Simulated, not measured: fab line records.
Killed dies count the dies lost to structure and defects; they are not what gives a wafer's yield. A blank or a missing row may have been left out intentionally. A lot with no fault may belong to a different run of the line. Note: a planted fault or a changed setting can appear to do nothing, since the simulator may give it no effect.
Struck lot and sound lot, side by side / flow sky130 / 27 steps out of a route of 708
Sound: the wafers L917.1, L917.3, L917.6. Wafers L927.3, L927.5, L927.6 were the ones struck. At the end, the cause is stated.
Each step with rows lists, per side, the tool, then ch with its chambers, then its first start. Under that, the readings that differ: sound wafers / struck wafers / difference of the means / sigmas: that difference in standard deviations of wafers without a fault.
alike: same words and numbers on both sides, and readings whose means sit less than 2 such deviations apart. not compared: any withheld reading, any reading some wafer has no value for, any bound like >300 that may hide the same value, and any number with overlapping values for which the record gives no deviation.
Wherever a step has rows on one side only, a row that says differs or no value, or a row with sigmas, the two part there. When numbers do not overlap yet have no deviation, they are printed without sigmas and do not part them. A reading that every wafer of one side lacks parts them only if that side has two wafers or more.

SKY_VT_ADJUST_LVTN_STRIP_20: strips in O2/N2.
  sound on plasma-asher-04 ch 1, day 8 02:43; struck on plasma-asher-03 ch 0,1, day 11 04:23
  alike: chamber-pressure-mTorr, drypump-motor-current-A, oes-product-au, strip-time-to-endpoint-s
  not compared: rf-hours-counter-h
SKY_VT_ADJUST_LVTN_TW_MEAS_21:
  sound on film-metro-03, day 8 02:49; struck on film-metro-02, day 11 04:28
  alike: VT_ADJUST_LVTN_2_TW
then, 7 steps without rows for these wafers: SKY_VT_ADJUST_NCORE_DEHYDRATE_00 (time 60 s); SKY_VT_ADJUST_NCORE_HMDS_01 (prime time 60 s); SKY_VT_ADJUST_NCORE_COAT_02 (resist thk 1140 nm); SKY_VT_ADJUST_NCORE_SOFTBAKE_03 (time 60 s); SKY_VT_ADJUST_NCORE_EXPOSE_04 (exposes mask LVTN COMPLEMENT THIN, target cd 380 nm); SKY_VT_ADJUST_NCORE_PEB_05; SKY_VT_ADJUST_NCORE_DEVELOP_06 (develop time 60 s).
SKY_VT_ADJUST_NCORE_CD_MEAS_07: the cd target is 380 nm.
  sound on cd-sem-01, day 9 00:10; struck on cd-sem-01, day 12 03:52
reading=cd-nm (nm); sound=382.0 385.3 384.6; struck=377.2 375.2 379.1; difference=-6.8; sigmas=-2
SKY_VT_ADJUST_NCORE_OVL_MEAS_08:
  sound on overlay-02, day 9 00:17; struck on overlay-02, day 12 03:57
  alike: VT_ADJUST_NCORE_OVL
after that, 1 step had no rows for these wafers: SKY_VT_ADJUST_NCORE_IMPLANT_09.
SKY_VT_ADJUST_NCORE_STRIP_10: strips in O2/N2.
  sound on plasma-asher-02 ch 0,1, day 9 00:28; struck on plasma-asher-01 ch 0,1, day 12 04:10
  no value came back on the struck wafers for chamber-pressure-mTorr (mTorr), drypump-motor-current-A (A), oes-product-au (a.u.), strip-time-to-endpoint-s (s); on the sound wafers chamber-pressure-mTorr (mTorr) reads 1504.3 1499.7 1499.9
reading=model.NOVOLAK_of_VT_ADJUST_NCORE_COAT_02.thk-nm (nm); sound=0 0 0; struck=1141 1143 1145; difference=+1143; sigmas=
  not compared: rf-hours-counter-h
SKY_VT_ADJUST_NCORE_TW_MEAS_11:
  sound on film-metro-02, day 9 00:34; struck on film-metro-04, day 12 04:14
  alike: VT_ADJUST_NCORE_TW
then, 7 steps without rows for these wafers: SKY_VT_ADJUST_HVTR_DEHYDRATE_00 (time 60 s); SKY_VT_ADJUST_HVTR_HMDS_01 (prime time 60 s); SKY_VT_ADJUST_HVTR_COAT_02 (resist thk 1140 nm); SKY_VT_ADJUST_HVTR_SOFTBAKE_03 (time 60 s); SKY_VT_ADJUST_HVTR_EXPOSE_04 (exposes mask HVTRM, target cd 380 nm); SKY_VT_ADJUST_HVTR_PEB_05; SKY_VT_ADJUST_HVTR_DEVELOP_06 (develop time 60 s).
SKY_VT_ADJUST_HVTR_CD_MEAS_07: the cd target is 380 nm.
  sound on cd-sem-01, day 9 22:00; struck on cd-sem-01, day 13 01:53
  alike: cd-nm
SKY_VT_ADJUST_HVTR_OVL_MEAS_08:
  sound on overlay-01, day 9 22:07; struck on overlay-01, day 13 01:59
  alike: VT_ADJUST_HVTR_OVL
after that, 1 step had no rows for these wafers: SKY_VT_ADJUST_HVTR_IMPLANT_09.
SKY_VT_ADJUST_HVTR_STRIP_10: strips in O2/N2.
  sound on plasma-asher-01 ch 0, day 9 22:19; struck on plasma-asher-02 ch 0,1, day 13 02:11
reading=strip-time-to-endpoint-s (s); sound=14.19 14.21 14.22; struck=31.28 31.28 31.34; difference=+17.09; sigmas=+99 or more
  alike: chamber-pressure-mTorr, drypump-motor-current-A, oes-product-au
  not compared: rf-hours-counter-h
SKY_VT_ADJUST_HVTR_TW_MEAS_11:
  sound on film-metro-02, day 9 22:25; struck on film-metro-04, day 13 02:17
reading=VT_ADJUST_HVTR_TW; sound=212.7 212.1 212.5; struck=30.1 30.2 30.1; difference=-182.3; sigmas=-87
then, 1 step without rows for these wafers: SKY_VT_ADJUST_PCH_DEHYDRATE_00 (time 60 s).

## WHERE THEY PART
Earliest at SKY_VT_ADJUST_NCORE_CD_MEAS_07; latest, in this record, at SKY_VT_ADJUST_HVTR_TW_MEAS_11.

WHY: whatever the simulator had introduced
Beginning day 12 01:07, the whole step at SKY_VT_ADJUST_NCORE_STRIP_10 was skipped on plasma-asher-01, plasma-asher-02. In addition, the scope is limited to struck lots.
